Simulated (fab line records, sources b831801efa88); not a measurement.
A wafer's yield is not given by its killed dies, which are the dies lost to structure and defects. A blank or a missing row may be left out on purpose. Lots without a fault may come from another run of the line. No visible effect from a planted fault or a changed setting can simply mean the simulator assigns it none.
Which tool was responsible?	flow gf180mcu	14 lots, 42 wafers sampled, at 3 steps of a route of 602

## WHAT THE GAUGES SHOWED, per wafer
GF_V1_RS_MEAS_24: the measuring method here is four-point-probe.
lot	measured	on	V1_W_RS (ohm/sq)
L528	day 18 14:19	film_metro-01	0.328 0.328 0.325
L530	day 19 07:23	film_metro-01	0.322 0.322 0.322
L531	day 20 04:59	film_metro-02	0.325 0.325 0.327
L532	day 20 11:40	film_metro-04	0.325 0.323 0.332
L534	day 21 06:34	film_metro-01	0.324 0.328 0.333
L535	day 21 10:23	film_metro-02	0.328 0.327 0.326
L536	day 21 18:16	film_metro-01	0.331 0.325 0.328
L537	day 22 00:22	film_metro-04	0.324 0.330 0.326
L538	day 22 14:19	film_metro-02	0.328 0.326 0.328
L540	day 23 02:30	film_metro-02	0.321 0.324 0.328
L542	day 24 05:25	film_metro-01	0.334 0.327 0.332
L543	day 24 06:29	film_metro-01	0.327 0.327 0.324
L546	day 25 04:17	film_metro-04	0.330 0.329 0.330
L550	day 26 03:04	film_metro-04	0.330 0.333 0.329

## EACH LOT AND THE TOOL THAT RAN IT (in order: tool; ch and the chambers of the sampled wafers; start)
lot	GF_V1_SPUTTER_21	GF_V1_SPUTTER_22
L528	pvd_sputter-01, day 18 14:04	pvd_sputter-01, day 18 14:07
L530	pvd_sputter-04, day 19 07:11	pvd_sputter-04, day 19 07:14
L531	pvd_sputter-01, day 20 04:46	pvd_sputter-01, day 20 04:49
L532	pvd_sputter-02, day 20 11:24	pvd_sputter-02, day 20 11:28
L534	pvd_sputter-01, day 21 06:19	pvd_sputter-01, day 21 06:23
L535	pvd_sputter-01, day 21 10:11	pvd_sputter-01, day 21 10:14
L536	pvd_sputter-01, day 21 18:01	pvd_sputter-01, day 21 18:04
L537	pvd_sputter-01, day 22 00:06	pvd_sputter-01, day 22 00:10
L538	pvd_sputter-01, day 22 14:07	pvd_sputter-01, day 22 14:10
L540	pvd_sputter-01, day 23 02:16	pvd_sputter-01, day 23 02:20
L542	pvd_sputter-02, day 24 05:04	pvd_sputter-02, day 24 05:08
L543	pvd_sputter-04, day 24 06:16	pvd_sputter-04, day 24 06:20
L546	pvd_sputter-04, day 25 03:55	pvd_sputter-04, day 25 03:59
L550	pvd_sputter-01, day 26 02:51	pvd_sputter-01, day 26 02:55
- GF_V1_SPUTTER_21: material Ti, target thk 15 nm, time 80.02 s.
- GF_V1_SPUTTER_22: material TiN, target thk 10 nm, time 40 s.

## AS READ BY THE TOOLS THEMSELVES (means over the sampled wafers that have a number; for cases with no such wafer, the mark the record gives instead)
GF_V1_SPUTTER_21.
lot	tool	throttle_valve_pct (%)
L528	pvd_sputter-01	30.6
L530	pvd_sputter-04	30.0
L531	pvd_sputter-01	30.4
L532	pvd_sputter-02	29.9
L534	pvd_sputter-01	29.9
L535	pvd_sputter-01	30.1
L536	pvd_sputter-01	30.7
L537	pvd_sputter-01	30.5
L538	pvd_sputter-01	30.2
L540	pvd_sputter-01	31.0
L542	pvd_sputter-02	29.7
L543	pvd_sputter-04	30.3
L546	pvd_sputter-04	30.1
L550	pvd_sputter-01	29.6

GF_V1_SPUTTER_22.
lot	tool	throttle_valve_pct (%)
L528	pvd_sputter-01	30.9
L530	pvd_sputter-04	29.9
L531	pvd_sputter-01	30.2
L532	pvd_sputter-02	29.8
L534	pvd_sputter-01	29.9
L535	pvd_sputter-01	30.3
L536	pvd_sputter-01	30.8
L537	pvd_sputter-01	30.6
L538	pvd_sputter-01	30.2
L540	pvd_sputter-01	30.9
L542	pvd_sputter-02	29.7
L543	pvd_sputter-04	30.2
L546	pvd_sputter-04	30.3
L550	pvd_sputter-01	29.7

## THE ANSWER, worked out from the rows above alone
Rule: what is usual is taken from the lots themselves. Put in order of their means at a reading, lots are off if they are a third of the lots or fewer, leave a main group of 4 or more, and stand apart from it by a gap of 3 or more times the standard deviation of the main group's means; of several such gaps the widest counts. A main group is skipped when, at the precision printed for the reading in the tables above, its means are all equal. A lot without any number at a reading at which 4 lots or more have one is off too. Where the step has rows for the other lots, those lots are counted as sound. First the gauges in route order, then the tools' own readings, where a lot's mean is used as printed above. The first step at which some lot is off is used, and at that step the reading that is off furthest; a lot without a number counts as furthest.
None of the lots is off at any reading shown; this tells nothing.

## WHAT THE SIMULATOR HAD INSERTED
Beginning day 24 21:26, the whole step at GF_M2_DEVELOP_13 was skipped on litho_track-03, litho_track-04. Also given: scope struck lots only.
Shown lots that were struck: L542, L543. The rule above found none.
